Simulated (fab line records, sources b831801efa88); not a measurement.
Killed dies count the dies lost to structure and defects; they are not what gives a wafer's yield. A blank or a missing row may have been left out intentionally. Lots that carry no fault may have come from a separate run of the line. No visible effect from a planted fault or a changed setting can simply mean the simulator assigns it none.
A struck lot beside a sound one | flow gf180mcu | 18 out of 602 route steps
Sound: wafers L126.1, L126.3, L126.4. Struck: wafer L111.2. (L111.4, L111.6 of the same lot were not struck and are left out.) The cause comes at the end.
Per side, at each step with rows, come the tool, then ch with its chambers, and then its first start. Under that, the readings that differ: sound wafers | struck wafers | difference of the means | sigmas: that difference in standard deviations of wafers without a fault.
alike: readings with means less than 2 such deviations apart, plus words and numbers identical on both sides. not compared: withheld readings, readings lacking a value on some wafer, bounds such as >300 that could conceal the same value, and numbers that have no deviation in the record and whose values overlap.
Wherever a step has rows on one side only, a row that says differs or no value, or a row with sigmas, the two part there. Numbers that don't overlap but have no deviation are shown without sigmas and don't part them. A reading that every wafer of one side lacks parts them only if that side has two wafers or more.

first, 3 steps without rows for these wafers: GF_V5_EXPOSE_11 (exposes mask Via5, target cd 260 nm); GF_V5_PEB_12 (peb time 90 s); GF_V5_DEVELOP_13 (develop time 60 s).
GF_V5_CD_MEAS_14 targets a cd of 260 nm.
  sound: cd_sem-02 at day 33 03:30; struck: cd_sem-01 at day 29 13:17
  alike: cd_nm
GF_V5_OVL_MEAS_15:
  sound: overlay-02 at day 33 03:37; struck: overlay-02 at day 29 13:23
  alike: V5_OVL
GF_V5_ETCH_16: etches BARC in N2/H2.
  sound on rie_diel-01 ch 2,3, day 33 03:40; struck on rie_diel-04 ch 0, day 29 13:25
  reading                     | sound       | struck | difference | sigmas
  drypump_motor_current_A (A) | 5.7 4.7 5.7 | 6.6    | +1.2       | +2
  alike: oes_product_au, throttle_valve_pct
GF_V5_ETCH_17: etches SiO2 in C4F8/O2/Ar, stops on TiN, target depth 855 nm.
  sound on rie_diel-01 ch 2,3; struck on rie_diel-04 ch 0
  alike: oes_product_au
GF_V5_STRIP_18: strips in O2/N2.
  sound on plasma_asher-01 ch 0,1, day 33 03:49; struck on plasma_asher-01 ch 0, day 29 13:34
  alike: drypump_motor_current_A, heater_power_w, oes_product_au
  not compared: rf_hours_counter_h
then, 2 steps without rows for these wafers: GF_V5_STRIP_19 (strips in post etch residue remover, time 1200 s); GF_V5_CLEAN_20 (cleans in DIW).
GF_V5_SPUTTER_21: material Ti, target thk 15 nm, time 80.02 s.
  sound: pvd_sputter-04 at day 33 04:21; struck: pvd_sputter-03 at day 29 14:27
  alike: cathode_dc_power_W, throttle_valve_pct
GF_V5_SPUTTER_22: material TiN, target thk 10 nm, time 40 s.
  sound: pvd_sputter-04 at day 33 04:25; struck: pvd_sputter-03 at day 29 14:31
  alike: cathode_dc_power_W, throttle_valve_pct
GF_V5_CVD_23: deposits W, target thk 350 nm, time 104.9 s.
  sound on cvd_w-02 ch 0,1, day 33 04:27; struck on cvd_w-01 ch 0, day 29 14:33
  reading                          | sound           | struck | difference | sigmas
  model.W_of_V5_CVD_23.thk_nm (nm) | 343 344.3 343.3 | 232.5  | -111.0     |
  alike: chamber_pressure_Torr, heater_power_w
GF_V5_RS_MEAS_24: uses a four-point probe to measure.
  sound: film_metro-04 at day 33 04:34; struck: film_metro-02 at day 29 14:41
  reading          | sound             | struck | difference | sigmas
  V5_W_RS (ohm/sq) | 0.334 0.333 0.334 | 0.496  | +0.162     | +48
GF_V5_THK_MEAS_25: measures by xrf.
  sound: film_metro-04 at day 33 04:41; struck: film_metro-02 at day 29 14:48
  reading       | sound       | struck | difference | sigmas
  V5_W_THK (nm) | 335 335 334 | 229    | -106       | -18
GF_V5_CMP_26: polishes, stops on SiO2, t overpolish 15 s, target thk 0 nm.
  sound on cmp-02 ch 0,1,2, day 33 05:33; struck on cmp-01 ch 1, day 29 14:54
  reading                | sound    | struck | difference | sigmas
  time_to_endpoint_s (s) | 74 84 84 | 60     | -21        | -5
  alike: edge_zone_pressure_frac, motor_current_A
then, 1 step without rows for these wafers: GF_TOP_METAL_SPUTTER_00 (material Ti, target thk 37.5 nm, time 150 s).
GF_PASSIVATION_PROBE_99:
  record: rows for the struck wafers here (prober-01, day 31 06:53), none for the sound ones

## WHERE THEY PART
At GF_V5_ETCH_16 first; at GF_PASSIVATION_PROBE_99 last (within this record only).

WHY: whatever the simulator had introduced
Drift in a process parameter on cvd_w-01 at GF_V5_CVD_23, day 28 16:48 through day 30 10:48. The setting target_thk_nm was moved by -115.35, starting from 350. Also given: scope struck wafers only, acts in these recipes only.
